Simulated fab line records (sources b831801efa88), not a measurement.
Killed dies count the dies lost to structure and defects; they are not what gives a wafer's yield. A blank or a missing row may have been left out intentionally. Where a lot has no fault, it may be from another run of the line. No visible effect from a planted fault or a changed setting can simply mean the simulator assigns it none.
One fault through the eyes of 2 desks / flow sky130 / numbers are kept per desk, each desk with only its own; the story behind them comes last

## FOR THE TOOL OWNER'S DESK: rie_metal-01
The tool's own readings at SKY_CAP2M_METAL_ETCH_13 (etches TiN in Cl2/BCl3, stops on SiO2, target depth 220 nm, time 62.9 s): means of the sampled wafers that have a number, for each lot that ran on this tool. Marked OUT: a lot whose mean sits more than 4 standard deviations from the usual mean, which makes it out of limits; the brackets give that distance.
Columns: A = bcl3_flow_sccm at SKY_CAP2M_METAL_ETCH_13, usual 30.01 sccm; B = bias_w at SKY_CAP2M_METAL_ETCH_13, usual 48.50 W; C = drypump_motor_current_A at SKY_CAP2M_METAL_ETCH_13, usual 5.9 A; D = oes_product_au at SKY_CAP2M_METAL_ETCH_13, usual 0.942 a.u.; E = rf_fwd_power_W at SKY_CAP2M_METAL_ETCH_13, usual 891 W; F = throttle_valve_pct at SKY_CAP2M_METAL_ETCH_13, usual 21.901 %
lot=L850; first seen here=day 41 15:16; A=29.94; B=48.60; C=6.4; D=0.936; E=892; F=21.889
lot=L858; first seen here=day 44 01:03; A=30.03; B=48.55; C=6.3; D=0.825 (-16) OUT; E=897; F=21.977 (+8.2) OUT
This desk's finding: out of limits on L858; first on L858, day 44 01:03 (oes_product_au at SKY_CAP2M_METAL_ETCH_13). Within limits: L850.

## THE METROLOGY DESK
Means of the sampled wafers that have a number, per lot and without regard to the tool the lot ran on: this is what the gauges read. Marked OUT: a lot whose mean sits more than 4 standard deviations from the usual mean, which makes it out of limits; the brackets give that distance.
Columns: A = VIA3_W_RS at SKY_VIA3_RS_MEAS_22, usual 0.2931 ohm/sq; B = CAP2M_TIN_RS at SKY_CAP2M_RS_MEAS_03, usual 6.90 ohm/sq
lot=L849; first seen here=day 40 04:46; A=0.2930; B=6.81
lot=L850; first seen here=day 40 14:05; A=0.2915; B=6.93
lot=L852; first seen here=day 41 04:58; A=0.2915; B=6.83
lot=L858; first seen here=day 43 01:19; A=0.2930; B=6.98
lot=L861; first seen here=day 44 11:56; A=0.2944; B=6.96
lot=L863; first seen here=day 44 13:01; A=0.2893; B=6.81
lot=L865; first seen here=day 44 14:47; A=0.2974; B=6.90
lot=L866; first seen here=day 44 18:01; A=0.2891; B=6.91
lot=L868; first seen here=day 45 13:35; A=0.2915; B=6.92
lot=L870; first seen here=day 45 21:59; A=0.2935; B=6.74
This desk's finding: nothing out of limits on any of the 10 lots.

## ALL TOGETHER
The tool owner's desk could have raised an alarm at day 44 01:03, on L858.
At the metrology desk, nothing out of limits was observed.
The metrology desk holds a record of L858, inside its limits.
All the named lots went through SKY_CAP2M_METAL_ETCH_13 on rie_metal-01.

## WHAT THE SIMULATOR PUT IN
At SKY_CAP2M_METAL_ETCH_13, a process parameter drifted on rie_metal-01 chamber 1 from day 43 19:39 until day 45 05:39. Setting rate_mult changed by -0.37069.
Struck lots among those shown: L858.
Hours from the fault's start to each desk's first reading out of limits: the tool owner's desk, 5.
